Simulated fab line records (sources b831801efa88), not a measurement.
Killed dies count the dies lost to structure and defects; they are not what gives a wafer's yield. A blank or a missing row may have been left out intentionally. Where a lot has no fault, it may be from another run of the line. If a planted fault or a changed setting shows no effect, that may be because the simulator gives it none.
Problem report, 8D (eight disciplines) form, completed by code || flow sky130 || the parts of the form that need people (team, actions taken, sign-off) are left out

== 1. WHAT WENT WRONG ==
killed at front end at SKY_PAD_OPEN_PROBE_99 reads a mean of 57 on 2 wafers of 2 lots; wafers without a fault read 15 with a standard deviation of 4.3. Relative to the usual mean, that is a shift of +9.8 standard deviations.
Seen first at day 48 07:05 on prober-02, wafer L356.4. The record holds 6 wafers of 2 lots with a number at this step. Rule for "out", or "out of limits": more than 4 standard deviations from the usual mean. Any other wafer with a number is counted as sound.

== 2. WHAT IT IS, AND WHAT IT ISN'T ==
{"question": "which readings at this step", "is": "killed at front end", "is not": "killed_at_M0_to_M3, killed_at_M4_up, killed at other, killed open, killed short"}
{"question": "which lots", "is": "L356, L358", "is not": "-"}
{"question": "which wafers of those lots", "is": "L356.4, L358.4", "is not": "L356.2, L356.5, L358.2, L358.6"}
{"question": "read on which tools", "is": "prober-02", "is not": "-"}
{"question": "when", "is": "from day 48 07:05", "is not": "up to then (1 sound wafer); but 3 sound wafers of L356, L358 came after"}

== 3. THE SUSPECTS, EACH WITH WHAT RULES IT OUT ==
Counting: a tool at a process step up to the reading stays a suspect if it ran every lot that is out. Sound lots after the first of them don't rule it out here, since some wafers of a struck lot are sound.
- rie diel-03 at SKY_POLY_CUT_ETCH_10 (etches BARC in N2/H2, stops on SiO2, time 45.9 s, target depth 60 nm): kept. It ran every lot that is out, first L356 (day 28 01:20).
- prober-02 at SKY_PAD_OPEN_PROBE_99: kept. It ran every lot that is out, first L356 (day 48 06:59). Out on those wafers are its own readings of killed at front end.
- At SKY_POLY_CUT_ETCH_10, inside rie diel-03: chamber 2 took the wafers that are out, while their sound lot-mates went through chambers 0, 1, 3.
What counting leaves: rie diel-03 at SKY_POLY_CUT_ETCH_10 and prober-02 at SKY_PAD_OPEN_PROBE_99.

== 4. THE CAUSE (what the simulator had put in) ==
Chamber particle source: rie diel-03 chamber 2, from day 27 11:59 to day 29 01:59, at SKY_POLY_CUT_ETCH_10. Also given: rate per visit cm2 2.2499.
2 suspects survive the count, and this tool is in that group.

== 5. SEQUENCE OF EFFECTS, ordered by route ==
Each row: a reading where the mean over the struck wafers with a number is more than 3 standard deviations away from the usual. Only readings for which the record gives a usual standard deviation are gone through. hours: the time from each lot's start at the first step in this table that gives one to its start at this step, as a median over the lots. sigmas: the change in usual standard deviations.
{"hours": 0, "step": "SKY_PAD_OPEN_PROBE_99", "reading": "killed at front end", "usual": 15, "on struck wafers": 57, "change": "+42", "sigmas": "+9.8"}
{"hours": 0, "step": "SKY_PAD_OPEN_PROBE_99", "reading": "killed dies", "usual": 86, "on struck wafers": 124, "change": "+38", "sigmas": "+4.4"}
Process steps it contains:
- SKY_PAD_OPEN_PROBE_99

== 6. HOW IT WOULD HAVE BEEN CAUGHT EARLIER ==
499 hours passed between the start of the fault at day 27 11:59 and the first reading out of limits in this record, taken at day 48 07:05.
Of the tool readings at SKY_POLY_CUT_ETCH_10 for which the record gives a usual standard deviation, none was out on any struck wafer, so an alarm limit of 4 standard deviations on them would not have fired.
By day 48 07:05, every lot that is out (2) had started SKY_POLY_CUT_ETCH_10 on rie diel-03. None of them would have been spared by holding the tool at that moment.
